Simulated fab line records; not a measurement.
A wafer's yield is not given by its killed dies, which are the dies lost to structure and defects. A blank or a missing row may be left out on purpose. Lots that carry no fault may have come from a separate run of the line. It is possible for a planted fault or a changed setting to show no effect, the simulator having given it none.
A struck lot beside a sound one -- flow sky130 -- 15 steps out of a route of 708
Sound: these wafers, L122.1, L122.3, L122.5. The struck wafers were L114.1, L114.2, L114.6. The cause is given at the end.
Order at every step that has rows: each side's tool, ch and its chambers, its first start. Under that, the readings that differ: sound wafers -- struck wafers -- difference of the means -- sigmas: that difference in standard deviations of wafers without a fault.
alike: readings with means less than 2 such deviations apart, plus words and numbers identical on both sides. not compared: withheld readings, readings lacking a value on some wafer, bounds such as >300 that could conceal the same value, and numbers that have no deviation in the record and whose values overlap.
The two part at a step that has a row with sigmas, a row that says differs or no value, or rows on one side only. When numbers do not overlap yet have no deviation, they are printed without sigmas and do not part them. Lack of a reading on every wafer of one side parts them only where that side has two or more wafers.

first, 6 steps without rows for these wafers: SKY_METAL4_COAT_07 (resist thk 60 nm); SKY_METAL4_COAT_08 (resist thk 1140 nm); SKY_METAL4_SOFTBAKE_09 (time 90 s); SKY_METAL4_EXPOSE_10 (exposes mask MM4, target cd 300 nm); SKY_METAL4_PEB_11; SKY_METAL4_DEVELOP_12 (develop time 60 s).
SKY_METAL4_CD_MEAS_13: target cd 300 nm.
  sound on cd_sem-01 at day 46 12:53; struck on cd_sem-02 at day 45 01:29
  alike: cd_nm
SKY_METAL4_OVL_MEAS_14:
  sound on overlay-02 at day 46 13:00; struck on overlay-02 at day 45 01:37
  alike: METAL4_OVL
SKY_METAL4_DESCUM_15: chemistry O2, time 8 s.
  sound on rie_metal-01 ch 1, day 46 13:02; struck on rie_metal-01 ch 0,1, day 45 01:39
  alike: drypump_motor_current_A, oes_product_au
  not compared: rf_hours_counter_h
SKY_METAL4_ETCH_16: etches BARC in N2/H2, stops on SiO2, time 88.2 s, target depth 60 nm.
  sound on rie_metal-01 ch 1, day 46 13:06; struck on rie_metal-01 ch 0,1, day 45 01:41
  alike: drypump_motor_current_A, n2_flow_sccm, oes_product_au, throttle_valve_pct
  not compared: rf_hours_counter_h
SKY_METAL4_ETCH_17: etches SiO2 in C4F8/O2/Ar, stops on TiN, time 3.9 s, target depth 15 nm.
  sound on rie_diel-04 ch 1,2, day 46 13:18; struck on rie_diel-04 ch 0,1,3, day 45 01:47
  alike: oes_product_au
SKY_METAL4_METAL_ETCH_18: etches the open film in Cl2/BCl3, stops on SiO2, target depth 845 nm, time 183.1 s.
  sound on rie_metal-03 ch 0,1, day 46 13:19; struck on rie_metal-03 ch 0,1, day 45 01:48
  alike: drypump_motor_current_A, oes_product_au, throttle_valve_pct
  not compared: rf_hours_counter_h
SKY_METAL4_STRIP_19: strips in O2/N2.
  sound on plasma_asher-04 ch 0,1, day 46 13:29; struck on plasma_asher-04 ch 0,1, day 45 01:59
  no value came back on the struck wafers for any of 5 readings (chamber_pressure_mTorr (mTorr), drypump_motor_current_A (A) and others); on the sound wafers chamber_pressure_mTorr (mTorr) reads 1500.2 1499.1 1502.3
reading,sound,struck,difference,sigmas
model.KrF-thick_of_METAL4_COAT_08.thk_nm (nm),0 0 0,532.4 525.2 528.8,+528.8,
  not compared: rf_hours_counter_h
then, 1 step without rows for these wafers: SKY_METAL4_STRIP_20 (strips in post etch residue remover, time 1200 s).
-- the record jumps here: 4 days lie between the struck wafers' starts before and after (it left off in module METAL4 and takes up again in module PAD_OPEN, whose first step shown is number 708 of the route) --
SKY_PAD_OPEN_PROBE_99:
  sound on prober-02 at day 50 00:26; struck on prober-01 at day 48 16:47
reading,sound,struck,difference,sigmas
hold,- - -,await_dispo/2.3h/scrap await_dispo/2.3h/scrap await_dispo/2.3h/scrap,no value on the sound wafers,
defect_limited_yield (%),84.8 83.3 83.9,0 0 0,-84,-42
killed_at_M4_up,1 2 0,418 411 389,+405,+99 or more
killed_dies,75 82 79,492 492 492,+413,+42
killed_on_rim,10 13 16,96 96 96,+83,+23
sort_bin_5_function (%),8.9 9.3 8.7,92.5 91.7 91.5,+82.9,+55
sort_n_pass,417 410 413,0 0 0,-413,-42
sort_yield_pct (%),84.8 83.3 83.9,0 0 0,-84,-42
  alike: killed_at_M0_to_M3, killed_at_contacts, killed_at_front_end, killed_at_other, killed_open, killed_short, sort_bin_3_pad_short, sort_bin_6_memory

== WHERE THEY PART ==
First at SKY_METAL4_STRIP_19; last, within this record, at SKY_PAD_OPEN_PROBE_99.

WHY: the cause the simulator had injected
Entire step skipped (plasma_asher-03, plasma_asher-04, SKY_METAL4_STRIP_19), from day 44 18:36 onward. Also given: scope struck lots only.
